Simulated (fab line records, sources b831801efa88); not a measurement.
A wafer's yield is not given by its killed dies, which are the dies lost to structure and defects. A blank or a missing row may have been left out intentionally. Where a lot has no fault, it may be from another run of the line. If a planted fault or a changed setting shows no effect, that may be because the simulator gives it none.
Split-lot study    flow sfq line    23 wafers read from 5 lots, route of 325 steps

ABOUT THE SPLIT
At SFQ_TRILAYER_M3_DEP_SPUTTER_073 (material Nb, target thk 200 nm, time 133.3 s), the setting time s was moved away from the recipe's 133.3 s on 7 of the 23 wafers read, by -12.0% to +6.6%. This setting was run at the recipe's value on the other wafers.

FROM THE SPLIT TO THE READING: what the file shows between them, 5 steps
- SFQ_M3_RS_MEAS_919: measures by four-point-probe
- SFQ_TRILAYER_M3_LITHO_EXPOSE_076: exposes mask M3, target cd 500 nm (also split here: dose mj)
- SFQ_TRILAYER_M3_LITHO_PEB_078: peb time 60 s
- SFQ_TRILAYER_M3_LITHO_DEVELOP_077: time 60 s
- SFQ_TRILAYER_M3_BARC_OPEN_METAL_ETCH_100: etches BARC in O2, target depth 125 nm, time 41.7 s

THE READING
oes product au, in a.u., at SFQ_TRILAYER_M3_ETCH_METAL_ETCH_078 (etches Nb in Cl2/Ar, stops on SiO2, target depth 240 nm, time 120 s). Typical for fault-free wafers on this fab line: 0.894 a.u., with standard deviation 0.0056 a.u.

wafer   tool, chamber at the split  time s as run, s  against the recipe  oes product au, a.u.  against lot-mates on the recipe
L074.1  pvd sputter-05, -           133.3             recipe              0.888                 -
L074.2  pvd sputter-05, -           117.3             -12.0%              0.821                 -0.070
L074.4  pvd sputter-05, -           133.3             recipe              0.893                 -
L074.5  pvd sputter-05, -           117.3             -12.0%              0.832                 -0.059
L074.6  pvd sputter-05, -           117.3             -12.0%              0.826                 -0.065
L078.1  pvd sputter-03, -           133.3             recipe              0.896                 -
L078.3  pvd sputter-03, -           133.3             recipe              0.892                 -
L078.4  pvd sputter-03, -           133.3             recipe              0.895                 -
L081.1  pvd sputter-04, -           133.3             recipe              0.901                 -
L081.2  pvd sputter-04, -           142.1             +6.6%               0.924                 +0.021
L081.3  pvd sputter-04, -           133.3             recipe              0.905                 -
L081.4  pvd sputter-04, -           142.1             +6.6%               0.927                 +0.024
L081.5  pvd sputter-04, -           133.3             recipe              0.904                 -
L082.1  pvd sputter-05, -           123               -7.7%               0.858                 -0.041
L082.2  pvd sputter-05, -           123               -7.7%               0.852                 -0.047
L082.3  pvd sputter-05, -           133.3             recipe              0.887                 -
L082.4  pvd sputter-05, -           133.3             recipe              0.903                 -
L082.6  pvd sputter-05, -           133.3             recipe              0.907                 -
L083.1  pvd sputter-04, -           133.3             recipe              0.892                 -
L083.3  pvd sputter-04, -           133.3             recipe              0.893                 -
L083.4  pvd sputter-04, -           133.3             recipe              0.898                 -
L083.5  pvd sputter-04, -           133.3             recipe              0.897                 -
L083.6  pvd sputter-04, -           133.3             recipe              0.894                 -

FIT RESULTS
A straight line over all 23 wafers: oes product au changes by +0.0055 a.u. for each +1% of time s; r = +0.98; the points scatter about the line by 0.006 a.u.
The same after taking each lot's own level away (the mean of its wafers on the recipe; 23 wafers): +0.00503 a.u. for each +1%; r = +0.98; scatter 0.0054 a.u.
The reading moves by 0.06 a.u. for the largest change in time s, on that fit.
Across the lots, their own levels run from 0.8905 to 0.9033 a.u., a range of 2.3 times the standard deviation given above.
Consequently the slope shifts little with the lot-to-lot level, the two slopes agreeing.
Check: -0.0601 a.u. against its lot-mates is what the line predicts for one of the wafers moved furthest among these (-12.0%) when that wafer is left out of the fit. It came out at -0.0695 a.u. against them.

THE OTHER SPLITS THESE WAFERS WENT THROUGH
Before the reading, these wafers also passed through other splits. Each is held against what the fit with the lots' levels taken away leaves over:
other split on the same wafers               wafers away from the commonest value  r with oes product au (lot level and that fit taken away)
SFQ_TRILAYER_I2_VIA_LITHO_COAT_072 spin rpm  5                                     -0.02
SFQ_TRILAYER_M3_LITHO_EXPOSE_076 dose mj     5                                     -0.04

THE WHOLE CHAIN: every reading that the file lists as answering this split, in the file's order
step                                 what it does                                                         reading                                                                                    change (the file's fit)                    r (the file's)
SFQ_TRILAYER_M3_DEP_SPUTTER_073      material Nb, target thk 200 nm, time 133.3 s                         Nb_of_TRILAYER_M3_DEP_SPUTTER_073.thk nm (the simulator's own value, which no gauge read)  +2.01 nm for each +1% of the setting       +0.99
SFQ_M3_RS_MEAS_919                   measures by four-point-probe                                         M3_NB_RS                                                                                   -0.01 for each +1% of the setting          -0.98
SFQ_TRILAYER_M3_ETCH_METAL_ETCH_078  etches Nb in Cl2/Ar, stops on SiO2, target depth 240 nm, time 120 s  oes product au                                                                             +0.00506 a.u. for each +1% of the setting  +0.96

THE FILE'S OWN FIT
oes product au changes by +0.00506 a.u. for each +1% of time s, r = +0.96.
